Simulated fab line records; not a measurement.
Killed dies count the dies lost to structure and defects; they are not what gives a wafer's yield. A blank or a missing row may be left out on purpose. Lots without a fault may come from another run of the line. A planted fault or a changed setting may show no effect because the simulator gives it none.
Which tool was responsible? ; flow gf180mcu ; 21 wafers from 7 lots sampled at 2 of the route's 602 steps

== WHAT THE GAUGES READ, wafer by wafer ==
GF_V5_CD_MEAS_14: the cd target is 260 nm.
lot;measured;on;cd_nm (nm)
L597;day 27 17:38;cd_sem-01;259.5 259.1 257.8
L599;day 28 10:30;cd_sem-02;260.9 260.2 259.6
L605;day 30 03:41;cd_sem-02;259.7 259.7 260.2
L608;day 31 00:46;cd_sem-02;259.6 259.3 260.0
L610;day 31 12:31;cd_sem-02;259.4 259.0 260.4
L615;day 32 21:10;cd_sem-01;261.0 260.2 259.8
L619;day 34 01:22;cd_sem-01;259.2 259.3 259.2

== WHAT TOOL EACH LOT RAN ON (gives the tool, then ch and the chambers of the sampled wafers, and finally the start) ==
lot;GF_V1_CVD_00
L597;hdpcvd-02 ch 0,1, day 17 16:21
L599;hdpcvd-02 ch 1,2, day 18 12:50
L605;hdpcvd-01 ch 0,1, day 20 16:32
L608;hdpcvd-02 ch 0,1,2, day 21 20:11
L610;hdpcvd-02 ch 0,1, day 22 12:05
L615;hdpcvd-01 ch 0,2, day 24 07:14
L619;hdpcvd-01 ch 1,2, day 25 08:21
- GF_V1_CVD_00: deposits SiO2, target thk 600 nm, time 100 s.

== THE ANSWER, worked out from the rows above alone ==
Rule: usual is defined by the lots themselves. Put in order of their means at a reading, lots are off if they are a third of the lots or fewer, leave a main group of 4 or more, and stand apart from it by a gap of 3 or more times the standard deviation of the main group's means; of several such gaps the widest counts. A main group is skipped when, at the precision printed for the reading in the tables above, its means are all equal. A lot without any number at a reading at which 4 lots or more have one is off too. All remaining lots with rows at the step are treated as sound.
No lot is off at any reading shown: from this, nothing can be told.

== WHAT THE SIMULATOR PUT IN ==
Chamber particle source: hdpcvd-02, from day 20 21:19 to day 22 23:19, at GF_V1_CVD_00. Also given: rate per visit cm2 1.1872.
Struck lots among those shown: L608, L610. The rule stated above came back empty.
